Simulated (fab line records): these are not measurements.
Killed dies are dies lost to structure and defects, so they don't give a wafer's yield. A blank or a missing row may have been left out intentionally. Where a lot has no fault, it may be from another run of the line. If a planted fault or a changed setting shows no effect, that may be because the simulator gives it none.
Problem report in the 8D (eight disciplines) form, filled by code ; flow sky130 ; the parts of the form that need people (team, actions taken, sign-off) are left out

== 1. WHAT IS WRONG ==
Mean of oes_product_au at SKY_METAL4_METAL_ETCH_18: 0.822 a.u. across 6 wafers in 2 lots; on wafers with no fault it is 0.867 a.u. (standard deviation 0.0081). Measured from the usual mean, that is -5.6 standard deviations.
The step: etches the open film in Cl2/BCl3, stops on SiO2, target depth 845 nm, time 183.1 s.
Earliest sighting: wafer L999.3 on rie_metal-01 at day 46 11:23. At this step, 33 wafers from 11 lots have a number in the record. By rule, "out" or "out of limits" means more than 4 standard deviations away from the usual mean. The other wafers with a number count as sound.

== 2. WHAT IT IS, WHAT IT ISN'T ==
question;is;is not
which readings at this step;oes_product_au;drypump_motor_current_A
which lots;L100, L999;L102, L103, L105, L983, L984, L989, L991, L992, L993
which wafers of those lots;all that have a number;-
read on which tools;rie_metal-01, rie_metal-04;-
when;from day 46 11:23;"up to then (18 sound wafers); but 9 sound wafers of L102, L103, L105 came after"

== 3. WHAT RULES OUT EACH SUSPECT ==
Counting: a tool at any process step up to the reading remains a suspect when it ran all the lots that are out and ran no sound lot after the first of those.
- pvd_sputter-02 at SKY_METAL4_SPUTTER_02 (material AlCu, target thk 735 nm, time 39.1 s): kept. It processed each lot that is out, first L999 at day 44 15:46, and no sound lot thereafter; up to then, the last sound lot it processed was L992 at day 43 01:00.
Remaining after the count: pvd_sputter-02 at SKY_METAL4_SPUTTER_02.

== 4. THE CAUSE (what the simulator had put in) ==
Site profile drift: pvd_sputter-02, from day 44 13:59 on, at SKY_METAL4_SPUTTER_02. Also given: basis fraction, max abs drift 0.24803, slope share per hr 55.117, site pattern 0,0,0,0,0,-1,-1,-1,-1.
Counting left only this tool.

== 5. THE EFFECT CHAIN, in route order ==
Each row: a reading where the mean over the struck wafers with a number is more than 3 standard deviations away from the usual. Scope: only readings with a usual standard deviation given in the record; hours: median across lots of the time from each lot's start at the first step in this table that gives one to its start at this step; sigmas: change in usual standard deviations.
hours;step;reading;usual;on struck wafers;change;sigmas
0;SKY_METAL4_METAL_ETCH_18;oes_product_au;0.867 a.u.;0.822;-0.045;-5.6
The process steps in it:
- SKY_METAL4_METAL_ETCH_18: etches the open film in Cl2/BCl3, stops on SiO2, target depth 845 nm, time 183.1 s.

== 6. HOW IT WOULD HAVE BEEN CAUGHT EARLIER ==
The fault began at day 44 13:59; the first out-of-limits reading in this record came at day 46 11:23, 45 hours later.
Of the tool readings at SKY_METAL4_SPUTTER_02 for which the record gives a usual standard deviation, none was out on any struck wafer, so an alarm limit of 4 standard deviations on them would not have fired.
By day 46 11:23 the whole set of lots that are out, 2 in number, had already begun SKY_METAL4_SPUTTER_02 on pvd_sputter-02. Had the tool been put on hold then, not one of them would have been saved.
